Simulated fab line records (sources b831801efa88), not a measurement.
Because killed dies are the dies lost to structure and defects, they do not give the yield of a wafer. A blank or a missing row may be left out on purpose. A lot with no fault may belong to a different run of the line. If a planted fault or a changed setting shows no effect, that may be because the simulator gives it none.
fab line records	flow gf180mcu
record lots=24	wafers=72	lastDay=34
route steps=602 shown V4@497 MIM@506 M5@536 TOP_METAL@570
lots that met no fault: from a run of the same line without faults
startH: start of the lot's first displayed wafer, in hours after the record's first day	waitH: hours since the lot's step before	" identical to the entry in the row above	L1.1+2: a row that stands for several wafers	- no value, or no start given	* or withheld: withheld	< > ~ a bound
route shown NAME@n: a module of which the file shows steps, and the number in the route of the first	usual: mean/standard deviation taken from wafers without a fault	same: alike in all rows	chamber/n: place in a boat	sites: readings site by site	_std_site: how widely they spread, as a standard deviation	_edge_site: inner sites' mean taken away from outer sites' mean	radiusMm: for every site, how far away it sits from the centre of the wafer	mask NAME#n: copy n	behind: the most recent tool/chamber to have shaped the wafer	hold: reason for holding the lot/hours on hold/outcome of the hold	device: transistor that didn't switch, given as n, p or np	end of line: the tests these same wafers got at the end of their route	step lacking rows: just its recipe	killed: dies that structure and defects cost at the first sort, which is not the same as the wafer's yield	map: shows each die of a wafer: x if killed, . if not, _ if none is there
set.NAME: the run value of the setting; set.NAME@STEP: its run value at that earlier step	model.NAME: the simulator's own value behind a step, which no gauge read
a sample of lots followed through the steps of the route, with each step as a table and each wafer as a row
services: a tool's chamber out of use, with start hour (startH, from the record's first day; less than 0 if before it), hours out, and reason
## steps
# step GF_V4_SPUTTER_21
# recipe material=Ti	targetThkNm=15	chamberPressurePa=5	powerW=2500	substrateTempC=200	timeS=80.02
# usual throttleValvePct=30.7/1.3
lot.wafer	tool	chamber	startH	waitH	throttleValvePct
L074.1	pvdSputter-02	-	555.70	0.0	33.0
L074.3	"	-	"	"	30.6
L074.4	"	-	"	"	31.4
L075.4	pvdSputter-02	-	560.02	0.0	33.2
L075.5	"	-	"	"	32.7
L075.6	"	-	"	"	29.1
L076.2	pvdSputter-01	-	571.89	0.0	28.9
L076.3	"	-	"	"	30.1
L076.4	"	-	"	"	30.1
L077.1	pvdSputter-03	-	581.81	0.0	30.1
L077.2	"	-	"	"	30.8
L077.6	"	-	"	"	30.3
L078.1	pvdSputter-03	-	589.83	0.0	28.7
L078.3	"	-	"	"	30.2
L078.5	"	-	"	"	29.2
L079.1	pvdSputter-01	-	599.72	0.0	30.1
L079.3	"	-	"	"	30.2
L079.6	"	-	"	"	30.2
L080.2	pvdSputter-02	-	608.82	0.0	29.1
L080.4	"	-	"	"	31.1
L080.5	"	-	"	"	33.0
L081.4	pvdSputter-01	-	613.30	0.0	30.3
L081.5	"	-	"	"	29.1
L081.6	"	-	"	"	30.5
L082.3	pvdSputter-02	-	628.02	0.0	31.1
L082.5	"	-	"	"	31.2
L082.6	"	-	"	"	30.5
L083.1	pvdSputter-02	-	638.25	0.0	30.5
L083.5	"	-	"	"	30.5
L083.6	"	-	"	"	33.1
L084.1	pvdSputter-01	-	647.12	0.0	30.0
L084.3	"	-	"	"	29.2
L084.4	"	-	"	"	30.3
L085.1	pvdSputter-02	-	653.86	0.0	28.9
L085.3	"	-	"	"	31.3
L085.6	"	-	"	"	29.2
L086.4	pvdSputter-02	-	662.32	0.0	32.9
L086.5	"	-	"	"	31.4
L086.6	"	-	"	"	29.1
L087.1	pvdSputter-02	-	670.86	0.0	30.4
L087.2	"	-	"	"	29.3
L087.4	"	-	"	"	33.0
L088.1	pvdSputter-02	-	674.82	0.0	31.3
L088.5	"	-	"	"	30.7
L088.6	"	-	"	"	31.1
L089.1	pvdSputter-02	-	683.85	0.0	33.0
L089.4	"	-	"	"	30.6
L089.5	"	-	"	"	33.0
L090.1	pvdSputter-01	-	687.25	0.0	30.1
L090.2	"	-	"	"	30.2
L090.4	"	-	"	"	30.2
L091.3	pvdSputter-02	-	693.67	0.0	31.0
L091.5	"	-	"	"	30.6
L091.6	"	-	"	"	33.0
L092.2	pvdSputter-03	-	703.18	0.0	31.1
L092.4	"	-	"	"	30.4
L092.5	"	-	"	"	30.8
L093.1	pvdSputter-02	-	712.72	0.0	31.3
L093.2	"	-	"	"	29.0
L093.4	"	-	"	"	30.5
L094.1	pvdSputter-02	-	714.01	0.0	30.6
L094.4	"	-	"	"	31.1
L094.5	"	-	"	"	33.3
L095.2	pvdSputter-01	-	723.22	0.0	30.1
L095.5	"	-	"	"	30.4
L095.6	"	-	"	"	29.1
L096.3	pvdSputter-02	-	727.33	0.0	29.1
L096.4	"	-	"	"	30.5
L096.5	"	-	"	"	32.9
L097.1	pvdSputter-02	-	731.58	0.0	30.5
L097.2	"	-	"	"	31.1
L097.3	"	-	"	"	29.2
# step GF_MIM_SPUTTER_03
# recipe material=Ti	targetThkNm=10	substrateTempC=300	chamberPressurePa=0.3	powerW=3000	timeS=6.7
# usual throttleValvePct=30.5/0.88
lot.wafer	tool	chamber	startH	waitH	throttleValvePct
L074.1	pvdSputter-02	-	556.67	0.0	29.0
L074.3	"	-	"	"	30.5
L074.4	"	-	"	"	33.2
L075.4	pvdSputter-04	-	560.89	0.0	30.2
L075.5	"	-	"	"	30.6
L075.6	"	-	"	"	30.6
L076.2	pvdSputter-01	-	576.55	0.0	30.4
L076.3	"	-	"	"	30.9
L076.4	"	-	"	"	29.1
L077.1	pvdSputter-01	-	582.68	0.0	30.3
L077.2	"	-	"	"	30.8
L077.6	"	-	"	"	30.3
L078.1	pvdSputter-02	-	590.68	0.0	33.0
L078.3	"	-	"	"	29.2
L078.5	"	-	"	"	33.1
L079.1	pvdSputter-02	-	600.85	0.0	31.4
L079.3	"	-	"	"	32.7
L079.6	"	-	"	"	32.8
L080.2	pvdSputter-01	-	609.68	0.0	30.5
L080.4	"	-	"	"	30.3
L080.5	"	-	"	"	30.1
L081.4	pvdSputter-01	-	614.18	0.0	30.3
L081.5	"	-	"	"	30.3
L081.6	"	-	"	"	30.2
L082.3	pvdSputter-01	-	628.87	0.0	30.0
L082.5	"	-	"	"	30.2
L082.6	"	-	"	"	30.2
L083.1	pvdSputter-01	-	639.10	0.0	30.3
L083.5	"	-	"	"	30.2
L083.6	"	-	"	"	30.5
L084.1	pvdSputter-02	-	647.97	0.0	31.2
L084.3	"	-	"	"	29.2
L084.4	"	-	"	"	30.4
L085.1	pvdSputter-01	-	654.94	0.0	30.4
L085.3	"	-	"	"	30.5
L085.6	"	-	"	"	30.1
L086.4	pvdSputter-01	-	663.44	0.0	30.4
L086.5	"	-	"	"	30.1
L086.6	"	-	"	"	30.5
L087.1	pvdSputter-01	-	671.71	0.0	29.0
L087.2	"	-	"	"	30.4
L087.4	"	-	"	"	30.5
L088.1	pvdSputter-04	-	675.68	0.0	30.5
L088.5	"	-	"	"	30.4
L088.6	"	-	"	"	30.6
L089.1	pvdSputter-04	-	684.71	0.0	30.4
L089.4	"	-	"	"	30.6
L089.5	"	-	"	"	30.7
L090.1	pvdSputter-02	-	688.13	0.0	32.8
L090.2	"	-	"	"	31.2
L090.4	"	-	"	"	30.6
L091.3	pvdSputter-04	-	694.52	0.0	30.2
L091.5	"	-	"	"	30.8
L091.6	"	-	"	"	30.2
L092.2	pvdSputter-04	-	704.04	0.0	30.3
L092.4	"	-	"	"	30.5
L092.5	"	-	"	"	30.3
L093.1	pvdSputter-01	-	713.57	0.0	30.2
L093.2	"	-	"	"	28.9
L093.4	"	-	"	"	30.5
L094.1	pvdSputter-02	-	714.86	0.0	28.9
L094.4	"	-	"	"	30.3
L094.5	"	-	"	"	33.1
L095.2	pvdSputter-04	-	724.07	0.0	30.9
L095.5	"	-	"	"	30.0
L095.6	"	-	"	"	30.7
L096.3	pvdSputter-02	-	728.29	0.0	32.7
L096.4	"	-	"	"	30.5
L096.5	"	-	"	"	30.8
L097.1	pvdSputter-04	-	732.44	0.0	30.3
L097.2	"	-	"	"	30.4
L097.3	"	-	"	"	30.7
# step GF_MIM_SPUTTER_09
# recipe material=TiN	targetThkNm=35	powerW=6500	timeS=29.2	chamberPressurePa=0.4
# usual throttleValvePct=30.3/0.75
lot.wafer	tool	chamber	startH	waitH	throttleValvePct
L074.1	pvdSputter-01	-	556.90	0.0	30.3
L074.3	"	-	"	"	30.3
L074.4	"	-	"	"	30.5
L075.4	pvdSputter-01	-	561.12	0.0	30.1
L075.5	"	-	"	"	30.6
L075.6	"	-	"	"	30.3
L076.2	pvdSputter-02	-	576.77	0.0	31.1
L076.3	"	-	"	"	29.1
L076.4	"	-	"	"	30.5
L077.1	pvdSputter-02	-	582.90	0.0	30.9
L077.2	"	-	"	"	29.0
L077.6	"	-	"	"	30.6
L078.1	pvdSputter-01	-	590.91	0.0	30.4
L078.3	"	-	"	"	30.1
L078.5	"	-	"	"	30.6
L079.1	pvdSputter-01	-	601.08	0.0	30.3
L079.3	"	-	"	"	30.2
L079.6	"	-	"	"	30.4
L080.2	pvdSputter-02	-	609.91	0.0	31.3
L080.4	"	-	"	"	32.8
L080.5	"	-	"	"	30.7
L081.4	pvdSputter-04	-	614.40	0.0	30.8
L081.5	"	-	"	"	30.5
L081.6	"	-	"	"	30.9
L082.3	pvdSputter-04	-	629.09	0.0	30.9
L082.5	"	-	"	"	30.3
L082.6	"	-	"	"	30.8
L083.1	pvdSputter-04	-	639.32	0.0	30.6
L083.5	"	-	"	"	30.6
L083.6	"	-	"	"	30.8
L084.1	pvdSputter-01	-	648.19	0.0	29.1
L084.3	"	-	"	"	30.6
L084.4	"	-	"	"	30.3
L085.1	pvdSputter-04	-	655.16	0.0	30.7
L085.3	"	-	"	"	30.1
L085.6	"	-	"	"	30.7
L086.4	pvdSputter-04	-	663.65	0.0	30.3
L086.5	"	-	"	"	30.8
L086.6	"	-	"	"	30.2
L087.1	pvdSputter-04	-	671.93	0.0	30.4
L087.2	"	-	"	"	30.5
L087.4	"	-	"	"	30.6
L088.1	pvdSputter-01	-	675.90	0.0	30.2
L088.5	"	-	"	"	29.2
L088.6	"	-	"	"	30.2
L089.1	pvdSputter-01	-	684.93	0.0	30.4
L089.4	"	-	"	"	30.3
L089.5	"	-	"	"	30.2
L090.1	pvdSputter-01	-	688.35	0.0	30.5
L090.2	"	-	"	"	29.9
L090.4	"	-	"	"	30.4
L091.3	pvdSputter-01	-	694.74	0.0	30.6
L091.5	"	-	"	"	28.8
L091.6	"	-	"	"	30.4
L092.2	pvdSputter-02	-	704.26	0.0	30.8
L092.4	"	-	"	"	30.9
L092.5	"	-	"	"	28.9
L093.1	pvdSputter-04	-	713.79	0.0	30.2
L093.2	"	-	"	"	30.3
L093.4	"	-	"	"	30.6
L094.1	pvdSputter-01	-	715.10	0.0	30.6
L094.4	"	-	"	"	29.3
L094.5	"	-	"	"	30.3
L095.2	pvdSputter-01	-	724.29	0.0	29.8
L095.5	"	-	"	"	30.1
L095.6	"	-	"	"	30.3
L096.3	pvdSputter-01	-	728.51	0.0	29.2
L096.4	"	-	"	"	30.6
L096.5	"	-	"	"	29.3
L097.1	pvdSputter-01	-	732.66	0.0	28.8
L097.2	"	-	"	"	30.7
L097.3	"	-	"	"	30.0
# step GF_M5_METAL_ETCH_10
# recipe chemistry=Cl2/BCl3	maskMaterial=KrF	targetDepthNm=750.8	stopOn=SiO2	pressureMtorr=8	icpW=800	biasW=140	Cl2_flow_sccm=80	bcl3FlowSccm=40	timeS=125.1
# usual drypumpMotorCurrentA=5.6/0.48	oesProductAu=0.991/0.0058	throttleValvePct=28.230/0.011
lot.wafer	tool	chamber	startH	waitH	drypumpMotorCurrentA	oesProductAu	rfHoursCounterH	throttleValvePct
L074.1	rieMetal-01	1	600.43	0.0	5.8	0.986	11	28.236
L074.3	"	0	"	"	6.3	0.981	-	28.224
L074.4	"	1	"	"	5.8	0.991	-	28.243
L075.4	rieMetal-02	0	603.46	0.1	4.9	0.997	-	28.245
L075.5	"	0	"	"	4.9	0.996	-	28.199
L075.6	"	1	"	"	5.9	0.989	-	28.227
L076.2	rieMetal-03	0	618.48	0.0	5.8	0.987	14	28.229
L076.3	"	1	"	"	5.1	1.002	-	28.230
L076.4	"	0	"	"	5.8	0.990	-	28.228
L077.1	rieMetal-02	1	624.98	0.0	5.9	0.991	7	28.240
L077.2	"	0	"	"	4.9	0.997	12	28.242
L077.6	"	1	"	"	5.9	0.985	-	28.230
L078.1	rieMetal-02	1	632.58	0.0	5.9	0.992	7	28.244
L078.3	"	1	"	"	5.9	0.990	-	28.228
L078.5	"	1	"	"	6.0	0.982	-	28.249
L079.1	rieMetal-02	0	641.68	0.0	4.9	0.987	12	28.235
L079.3	"	1	"	"	5.9	0.991	-	28.252
L079.6	"	1	"	"	5.9	0.989	-	28.251
L080.2	rieMetal-02	1	650.33	0.0	5.9	0.999	8	28.232
L080.4	"	1	"	"	5.9	0.985	-	28.219
L080.5	"	0	"	"	4.9	0.984	-	28.226
L081.4	rieMetal-03	1	656.24	0.1	5.2	0.998	-	28.211
L081.5	"	1	"	"	5.1	0.991	-	28.225
L081.6	"	1	"	"	5.2	0.996	-	28.221
L082.3	rieMetal-02	0	668.57	0.1	4.9	0.993	-	28.225
L082.5	"	0	"	"	4.9	0.995	-	28.214
L082.6	"	1	"	"	5.9	0.995	-	28.222
L083.1	rieMetal-02	1	677.80	0.0	5.9	0.986	9	28.223
L083.5	"	1	"	"	5.9	1.000	-	28.228
L083.6	"	0	"	"	4.9	0.997	-	28.236
L084.1	rieMetal-02	0	686.43	0.0	4.9	0.995	14	28.228
L084.3	"	1	"	"	5.9	1.001	-	28.232
L084.4	"	0	"	"	4.9	0.992	-	28.211
L085.1	rieMetal-03	1	693.68	0.0	5.1	0.996	5	28.238
L085.3	"	1	"	"	5.2	1.003	-	28.222
L085.6	"	0	"	"	5.8	0.987	-	28.227
L086.4	rieMetal-01	1	701.27	0.1	5.8	0.992	-	28.241
L086.5	"	1	"	"	5.8	0.981	-	28.221
L086.6	"	0	"	"	6.3	0.988	-	28.229
L087.1	rieMetal-01	0	708.93	0.0	6.3	0.982	15	28.235
L087.2	"	1	"	"	5.8	0.994	1	28.221
L087.4	"	0	"	"	6.3	0.989	-	28.240
L088.1	rieMetal-02	0	713.48	0.0	4.9	1.000	15	28.218
L088.5	"	0	"	"	4.9	0.994	-	28.227
L088.6	"	1	"	"	5.9	0.986	-	28.229
L089.1	rieMetal-02	0	720.86	0.0	4.9	0.999	16	28.227
L089.4	"	0	"	"	4.9	0.984	-	28.221
L089.5	"	1	"	"	5.9	0.995	-	28.237
L090.1	rieMetal-01	1	724.21	0.0	5.8	0.992	2	28.229
L090.2	"	1	"	"	5.8	0.993	-	28.238
L090.4	"	1	"	"	5.8	0.988	-	28.242
L091.3	rieMetal-02	0	731.11	0.1	4.9	0.999	-	28.213
L091.5	"	1	"	"	5.9	0.991	-	28.235
L091.6	"	0	"	"	4.9	0.993	-	28.234
L092.2	rieMetal-02	1	739.41	0.0	5.9	0.985	12	28.234
L092.4	"	1	"	"	5.9	0.985	-	28.227
L092.5	"	0	"	"	4.9	0.992	-	28.244
L093.1	rieMetal-02	1	748.57	0.0	5.9	0.987	12	28.212
L093.2	"	1	"	"	5.9	0.991	-	28.223
L093.4	"	1	"	"	5.9	0.990	-	28.225
L094.1	rieMetal-01	0	749.93	0.0	6.3	0.979	0	28.251
L094.4	"	0	"	"	6.3	0.987	-	28.232
L094.5	"	1	"	"	5.8	0.985	-	28.238
L095.2	rieMetal-01	1	758.47	0.0	5.8	0.986	4	28.224
L095.5	"	1	"	"	5.8	0.984	-	28.255
L095.6	"	0	"	"	6.3	0.989	-	28.233
L096.3	rieMetal-02	1	762.71	0.1	5.9	0.997	-	28.218
L096.4	"	1	"	"	5.9	0.997	-	28.238
L096.5	"	1	"	"	5.9	0.990	-	28.236
L097.1	rieMetal-03	0	765.97	0.0	5.8	0.990	4	28.227
L097.2	"	1	"	"	5.1	1.001	9	28.210
L097.3	"	1	"	"	5.2	0.997	-	28.230
# step GF_TOP_METAL_SPUTTER_03
# recipe material=Ti	targetThkNm=5	substrateTempC=300	chamberPressurePa=0.3	powerW=3000	timeS=3.3
# usual throttleValvePct=30.2/0.77
lot.wafer	tool	chamber	startH	waitH	throttleValvePct
L074.1	pvdSputter-01	-	625.70	0.0	30.5
L074.3	"	-	"	"	30.3
L074.4	"	-	"	"	30.6
L075.4	pvdSputter-04	-	627.81	0.0	30.6
L075.5	"	-	"	"	30.5
L075.6	"	-	"	"	30.2
L076.2	pvdSputter-04	-	643.58	0.0	30.3
L076.3	"	-	"	"	30.4
L076.4	"	-	"	"	30.2
L077.1	pvdSputter-03	-	648.36	0.0	31.4
L077.2	"	-	"	"	30.0
L077.6	"	-	"	"	29.1
L078.1	pvdSputter-03	-	655.55	0.0	31.1
L078.3	"	-	"	"	30.3
L078.5	"	-	"	"	30.3
L079.1	pvdSputter-03	-	664.77	0.0	31.3
L079.3	"	-	"	"	30.3
L079.6	"	-	"	"	28.9
L080.2	pvdSputter-03	-	672.66	0.0	30.3
L080.4	"	-	"	"	31.0
L080.5	"	-	"	"	28.9
L081.4	pvdSputter-03	-	678.69	0.0	28.8
L081.5	"	-	"	"	28.8
L081.6	"	-	"	"	30.7
L082.3	pvdSputter-01	-	690.20	0.0	30.1
L082.5	"	-	"	"	30.7
L082.6	"	-	"	"	30.4
L083.1	pvdSputter-03	-	699.73	0.0	31.0
L083.5	"	-	"	"	30.8
L083.6	"	-	"	"	28.8
L084.1	pvdSputter-01	-	707.31	0.0	30.2
L084.3	"	-	"	"	30.4
L084.4	"	-	"	"	29.1
L085.1	pvdSputter-03	-	715.75	0.0	30.9
L085.3	"	-	"	"	28.8
L085.6	"	-	"	"	28.8
L086.4	pvdSputter-03	-	722.85	0.0	31.1
L086.5	"	-	"	"	31.0
L086.6	"	-	"	"	29.1
L087.1	pvdSputter-01	-	729.47	0.0	30.6
L087.2	"	-	"	"	30.4
L087.4	"	-	"	"	29.3
L088.1	pvdSputter-03	-	733.86	0.0	31.0
L088.5	"	-	"	"	30.3
L088.6	"	-	"	"	31.3
L089.1	pvdSputter-01	-	741.59	0.0	29.1
L089.4	"	-	"	"	30.4
L089.5	"	-	"	"	29.2
L090.1	pvdSputter-01	-	745.14	0.0	30.4
L090.2	"	-	"	"	29.1
L090.4	"	-	"	"	30.5
L091.3	pvdSputter-01	-	751.05	0.0	29.1
L091.5	"	-	"	"	29.2
L091.6	"	-	"	"	30.3
L092.2	pvdSputter-03	-	758.96	0.0	31.1
L092.4	"	-	"	"	29.0
L092.5	"	-	"	"	30.9
L093.1	pvdSputter-03	-	768.46	0.0	30.5
L093.2	"	-	"	"	31.1
L093.4	"	-	"	"	31.4
L094.1	pvdSputter-01	-	769.75	0.0	30.1
L094.4	"	-	"	"	30.3
L094.5	"	-	"	"	30.6
L095.2	pvdSputter-01	-	777.67	0.0	29.0
L095.5	"	-	"	"	29.9
L095.6	"	-	"	"	30.6
L096.3	pvdSputter-03	-	782.07	0.0	30.9
L096.4	"	-	"	"	30.4
L096.5	"	-	"	"	29.0
L097.1	pvdSputter-04	-	785.11	0.0	30.5
L097.2	"	-	"	"	30.6
L097.3	"	-	"	"	30.1
# step GF_TOP_METAL_METAL_ETCH_16
# recipe chemistry=Cl2/BCl3	maskMaterial=NOVOLAK	targetDepthNm=1197	stopOn=SiO2	pressureMtorr=8	icpW=800	biasW=140	Cl2_flow_sccm=80	bcl3FlowSccm=40	timeS=199.5
# usual drypumpMotorCurrentA=5.5/0.49	oesProductAu=0.991/0.0062	throttleValvePct=28.227/0.011
lot.wafer	tool	chamber	startH	waitH	drypumpMotorCurrentA	oesProductAu	rfHoursCounterH	throttleValvePct
L074.1	rieMetal-03	1	646.44	0.0	5.2	1.001	2	28.206
L074.3	"	1	"	"	5.2	0.995	-	28.232
L074.4	"	1	"	"	5.2	0.993	-	28.238
L075.4	rieMetal-02	1	647.52	0.1	5.9	0.982	-	28.230
L075.5	"	1	"	"	5.9	0.991	-	28.212
L075.6	"	0	"	"	4.9	0.998	-	28.219
L076.2	rieMetal-02	1	662.69	0.0	5.8	0.991	8	28.226
L076.3	"	0	"	"	4.9	0.994	-	28.228
L076.4	"	1	"	"	5.9	0.990	-	28.204
L077.1	rieMetal-04	0	666.87	0.0	6.4	0.980	11	28.225
L077.2	"	1	"	"	5.2	0.985	6	28.230
L077.6	"	1	"	"	5.2	0.978	-	28.256
L078.1	rieMetal-02	0	675.02	0.0	4.9	0.993	14	28.233
L078.3	"	0	"	"	4.9	0.993	-	28.219
L078.5	"	1	"	"	5.9	0.988	-	28.250
L079.1	rieMetal-03	1	684.09	0.0	5.2	0.995	5	28.235
L079.3	"	0	"	"	5.8	1.001	-	28.226
L079.6	"	1	"	"	5.1	0.998	-	28.229
L080.2	rieMetal-02	1	691.84	0.0	5.9	0.989	10	28.240
L080.4	"	1	"	"	5.9	0.990	-	28.255
L080.5	"	1	"	"	5.9	0.989	-	28.226
L081.4	rieMetal-03	1	696.74	0.1	5.2	0.996	-	28.236
L081.5	"	0	"	"	5.8	0.991	-	28.229
L081.6	"	1	"	"	5.1	0.999	-	28.212
L082.3	rieMetal-04	0	708.62	0.1	6.4	0.989	-	28.215
L082.5	"	1	"	"	5.2	0.982	-	28.241
L082.6	"	0	"	"	6.4	0.998	-	28.227
L083.1	rieMetal-03	1	717.77	0.0	5.2	0.998	6	28.221
L083.5	"	1	"	"	5.1	0.996	-	28.224
L083.6	"	0	"	"	5.8	0.990	-	28.220
L084.1	rieMetal-04	0	725.12	0.0	6.4	0.981	14	28.231
L084.3	"	1	"	"	5.2	0.984	-	28.253
L084.4	"	0	"	"	6.4	0.996	-	28.227
L085.1	rieMetal-02	0	733.19	0.0	4.9	0.995	16	28.228
L085.3	"	1	"	"	5.9	0.991	-	28.220
L085.6	"	0	"	"	4.9	1.002	-	28.232
L086.4	rieMetal-04	0	740.35	0.1	6.5	0.988	-	28.218
L086.5	"	1	"	"	5.2	0.988	-	28.226
L086.6	"	0	"	"	6.5	0.994	-	28.226
L087.1	rieMetal-02	0	746.24	0.0	4.9	0.993	17	28.233
L087.2	"	1	"	"	5.9	0.991	12	28.228
L087.4	"	0	"	"	4.9	0.986	-	28.241
L088.1	rieMetal-03	1	751.02	0.0	5.1	0.991	8	28.223
L088.5	"	0	"	"	5.8	1.003	-	28.210
L088.6	"	1	"	"	5.1	1.000	-	28.216
L089.1	rieMetal-04	1	758.29	0.0	5.2	0.985	10	28.229
L089.4	"	0	"	"	6.4	1.000	-	28.223
L089.5	"	1	"	"	5.2	0.985	-	28.243
L090.1	rieMetal-03	0	760.95	0.0	5.8	0.995	4	28.237
L090.2	"	1	"	"	5.1	0.997	8	28.223
L090.4	"	0	"	"	5.8	0.990	-	28.228
L091.3	rieMetal-02	1	767.52	0.1	5.9	0.994	-	28.219
L091.5	"	1	"	"	5.9	0.997	-	28.229
L091.6	"	1	"	"	5.9	1.000	-	28.222
L092.2	rieMetal-03	0	774.72	0.0	5.8	0.997	5	28.225
L092.4	"	0	"	"	5.8	0.995	-	28.240
L092.5	"	0	"	"	5.8	0.990	-	28.235
L093.1	rieMetal-02	0	784.69	0.0	4.9	0.981	0	28.228
L093.2	"	1	"	"	5.9	0.993	16	28.229
L093.4	"	1	"	"	6.0	0.987	-	28.229
L094.1	rieMetal-03	0	785.67	0.0	5.8	0.990	5	28.214
L094.4	"	0	"	"	5.8	0.997	-	28.238
L094.5	"	0	"	"	5.8	0.993	-	28.226
L095.2	rieMetal-02	1	792.70	0.0	5.9	0.992	17	28.230
L095.5	"	1	"	"	5.9	0.975	-	28.225
L095.6	"	0	"	"	4.9	0.985	-	28.234
L096.3	rieMetal-02	0	797.78	0.1	4.9	0.999	-	28.221
L096.4	"	1	"	"	5.9	0.999	-	28.212
L096.5	"	1	"	"	5.9	0.992	-	28.237
L097.1	rieMetal-03	0	799.55	0.0	5.8	0.991	6	28.213
L097.2	"	1	"	"	5.1	0.991	10	28.211
L097.3	"	0	"	"	5.8	0.996	-	28.231
## services
tool	chamber	startH	hours	kind
rieMetal-02	-	551.64	2.8	pm
pvdSputter-03	-	572.87	8.8	repair
rieMetal-01	1	581.76	5.1	repair
rieMetal-02	1	606.96	3.3	repair
rieMetal-01	-	630.38	2.8	pm
rieMetal-04	1	632.82	22.4	repair
pvdSputter-03	-	642.58	1.7	repair
pvdSputter-01	3	648.22	-	consumableReplace:kit
pvdSputter-01	3	648.22	18.0	scheduledDown
pvdSputter-01	3	648.22	18.0	ventCycle
pvdSputter-02	-	655.00	4.1	repair
rieMetal-03	-	675.10	7.5	repair
pvdSputter-04	-	728.15	2.5	repair
pvdSputter-01	2	729.52	-	consumableReplace:kit
pvdSputter-01	2	729.52	18.0	scheduledDown
pvdSputter-01	2	729.52	18.0	ventCycle
rieMetal-02	-	737.61	1.0	repair
rieMetal-02	-	750.17	0.6	repair
rieMetal-01	-	761.39	1.4	pm
pvdSputter-04	-	769.58	4.9	repair
pvdSputter-01	1	778.78	-	consumableReplace:kit
pvdSputter-03	-	794.03	1.9	repair
rieMetal-01	0	797.01	15.3	repair
pvdSputter-01	-	799.40	0.8	repair
## key
fault none
